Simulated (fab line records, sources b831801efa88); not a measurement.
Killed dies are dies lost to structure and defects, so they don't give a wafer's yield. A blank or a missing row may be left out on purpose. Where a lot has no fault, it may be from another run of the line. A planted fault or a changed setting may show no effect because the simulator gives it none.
The tool behind it: which one? -- flow gf180mcu -- Sampling: 11 lots, 33 wafers, 6 of 602 route steps

== WHAT THE GAUGES SHOWED, per wafer ==
GF_V4_THK_MEAS_03. Usual: V4_CVD_02_THK gives 851 nm (standard deviation 12).
lot,measured,on,V4_CVD_02_THK (nm),flag
L178,day 23 17:05,film_metro-04,848 881 878,
L179,day 24 00:27,film_metro-03,854 856 841,
L180,day 24 02:43,film_metro-03,839 843 867,
L186,day 26 07:13,film_metro-02,839 846 847,
L193,day 28 12:14,film_metro-04,840 841 848,
L194,day 28 15:25,film_metro-03,850 875 862,
L195,day 28 20:41,film_metro-04,839 844 852,
L198,day 29 16:46,film_metro-04,837 849 870,
L199,day 29 23:14,film_metro-04,838 846 853,
L200,day 30 06:26,film_metro-02,841 871 852,
L201,day 30 13:26,film_metro-04,838 867 844,

GF_V4_BOW_MEAS_05. Usual: V4_BOW gives 135 um (standard deviation 9.2).
lot,measured,on,V4_BOW (um),flag
L178,day 23 17:28,film_metro-04,135 141 139,
L179,day 24 00:49,film_metro-04,142 146 141,
L180,day 24 03:05,film_metro-02,131 130 135,
L186,day 26 07:35,film_metro-03,135 134 128 - - -,
L193,day 28 12:35,film_metro-04,130 143 149,
L194,day 28 16:00,film_metro-04,135 131 132,
L195,day 28 21:02,film_metro-03,129 114 134,
L198,day 29 17:09,film_metro-02,146 130 139,
L199,day 29 23:36,film_metro-02,121 137 124,
L200,day 30 06:47,film_metro-04,120 118 126,
L201,day 30 13:50,film_metro-04,138 140 149,

GF_V5_OVL_MEAS_15. Usual: V5_OVL gives 3 nm (standard deviation 4.9).
lot,measured,on,V5_OVL (nm),flag
L178,day 27 10:37,overlay-02,-2 5 6,
L179,day 27 17:55,overlay-01,-2 -3 1,
L180,day 27 18:23,overlay-01,11 4 5,
L186,day 29 17:50,overlay-01,3 1 4,
L193,day 31 17:43,overlay-02,0 7 3,
L194,day 31 21:55,overlay-01,8 5 5,
L195,day 32 01:55,overlay-01,5 4 6,
L198,day 32 19:34,overlay-01,1 -1 5,
L199,day 33 01:44,overlay-01,-6 -2 2,
L200,day 33 06:34,overlay-02,5 3 1,
L201,day 33 13:32,overlay-02,-6 -7 -8,

== WHAT TOOL EACH LOT RAN ON (gives the tool, then ch and the chambers of the sampled wafers, and finally the start) ==
lot,GF_V4_CMP_04,GF_V4_ETCH_17,GF_M5_ETCH_09
L178,"cmp-02 ch 2,3, day 23 17:07","rie_diel-01 ch 1,2, day 26 12:37 or earlier","rie_diel-02 ch 1,3, day 26 12:37"
L179,"cmp-02 ch 0,2,3, day 24 00:30","rie_diel-01 ch 2,3, day 26 19:40 or earlier","rie_diel-01 ch 2,3, day 26 19:40"
L180,"cmp-01 ch 0,3, day 24 02:48","rie_diel-04 ch 0,3, day 26 20:58 or earlier","rie_diel-03 ch 0,3, day 26 20:58"
L186,"cmp-02 ch 0,1, day 26 07:19","rie_diel-03 ch 1,3, day 28 21:07 or earlier","rie_diel-03 ch 0,2,3, day 28 21:07"
L193,"cmp-02 ch 0,1,3, day 28 12:20","rie_diel-04 ch 0,1, day 30 23:00 or earlier","rie_diel-02 ch 0,1, day 30 23:00"
L194,"cmp-01 ch 1,2,3, day 28 15:42","rie_diel-04 ch 2,3, day 31 02:46 or earlier","rie_diel-01 ch 0,3, day 31 02:46"
L195,"cmp-02 ch 0,1,3, day 28 20:44","rie_diel-04 ch 2,3, day 31 07:19 or earlier","rie_diel-02 ch 0,1, day 31 07:19"
L198,"cmp-02 ch 1,2,3, day 29 16:49","rie_diel-01 ch 0,3, day 32 01:20 or earlier","rie_diel-03 ch 1,2,3, day 32 01:20"
L199,"cmp-02 ch 0,2,3, day 29 23:24","rie_diel-04 ch 0,2,3, day 32 07:34 or earlier","rie_diel-01 ch 0,2, day 32 07:34"
L200,"cmp-02 ch 0,2,3, day 30 06:38","rie_diel-03 ch 1,2, day 32 13:12 or earlier","rie_diel-01 ch 0,1,2, day 32 13:12"
L201,"cmp-02 ch 0,2, day 30 13:32","rie_diel-04 ch 0,1, day 32 20:15 or earlier","rie_diel-03 ch 0,1, day 32 20:15"
- GF_V4_CMP_04: polishes SiO2.
- GF_V4_ETCH_17: etches SiO2 in C4F8/O2/Ar, stops on TiN, target depth 630 nm.
- GF_M5_ETCH_09: etches Si3N4 in CF4/O2, target depth 52 nm, time 11.6 s.

== WHAT THE TOOLS THEMSELVES READ (means of the sampled wafers that have a number; where no wafer has one, the mark that the record gives instead) ==
GF_V4_CMP_04. Usual: motor_current_A 11.9 A, standard deviation 0.73; time_to_endpoint_s 80 s, standard deviation 5.9.
lot,tool,motor_current_A (A),time_to_endpoint_s (s),flag
L178,cmp-02,12.3,89,
L179,cmp-02,12.0,79,
L180,cmp-01,11.4,80,
L186,cmp-02,12.0,80,
L193,cmp-02,12.1,77,
L194,cmp-01,11.0,84,
L195,cmp-02,12.1,76,
L198,cmp-02,12.1,81,
L199,cmp-02,12.1,78,
L200,cmp-02,12.3,84,
L201,cmp-02,11.7,84,

GF_V4_ETCH_17. Usual: oes_product_au reads 0.856 a.u. (standard deviation 0.0045).
lot,tool,oes_product_au (a.u.),flag
L178,rie_diel-01,0.857,
L179,rie_diel-01,0.858,
L180,rie_diel-04,0.855,
L186,rie_diel-03,0.840,OFF
L193,rie_diel-04,0.858,
L194,rie_diel-04,0.854,
L195,rie_diel-04,0.850,
L198,rie_diel-01,0.856,
L199,rie_diel-04,0.858,
L200,rie_diel-03,0.855,
L201,rie_diel-04,0.859,

GF_M5_ETCH_09. Usual: drypump_motor_current_A 5.8 A, standard deviation 0.48; oes_product_au 0.999 a.u., standard deviation 0.0095; throttle_valve_pct 5.970 %, standard deviation 0.009.
lot,tool,drypump_motor_current_A (A),oes_product_au (a.u.),throttle_valve_pct (%),flag
L178,rie_diel-02,5.7,0.996,5.966,
L179,rie_diel-01,6.2,1.004,5.974,
L180,rie_diel-03,5.5,1.007,5.972,
L186,rie_diel-03,5.4,1.006,5.983,
L193,rie_diel-02,5.7,1.001,5.966,
L194,rie_diel-01,6.1,0.999,5.968,
L195,rie_diel-02,5.6,1.000,5.967,
L198,rie_diel-03,5.1,0.995,5.971,
L199,rie_diel-01,6.2,0.999,5.971,
L200,rie_diel-01,6.0,1.001,5.964,
L201,rie_diel-03,5.6,1.001,5.967,

== THE ANSWER, worked out from the rows above alone ==
Rule: a lot is off if the mean of its wafers that have a number lies more than 3 standard deviations from the usual mean. A lot without any number at a reading at which 4 lots or more have one is off too. Any other lot the step has rows for is counted as sound. First the gauges in route order, then the tools' own readings, where a lot's mean is used as printed above. The first step at which some lot is off is used, and at that step the reading that is off furthest; a lot without a number counts as furthest.
Off at GF_V4_ETCH_17 (oes_product_au): L186.
A tool fits if, at that step or a process step before it, it ran every lot that is off, and no sound lot after the first of them. GF_V4_ETCH_17: start missing for some lots; hours and lot order therefore follow GF_M5_ETCH_09. Not one of the candidates tried fits.

== WHAT THE SIMULATOR HAD PUT IN ==
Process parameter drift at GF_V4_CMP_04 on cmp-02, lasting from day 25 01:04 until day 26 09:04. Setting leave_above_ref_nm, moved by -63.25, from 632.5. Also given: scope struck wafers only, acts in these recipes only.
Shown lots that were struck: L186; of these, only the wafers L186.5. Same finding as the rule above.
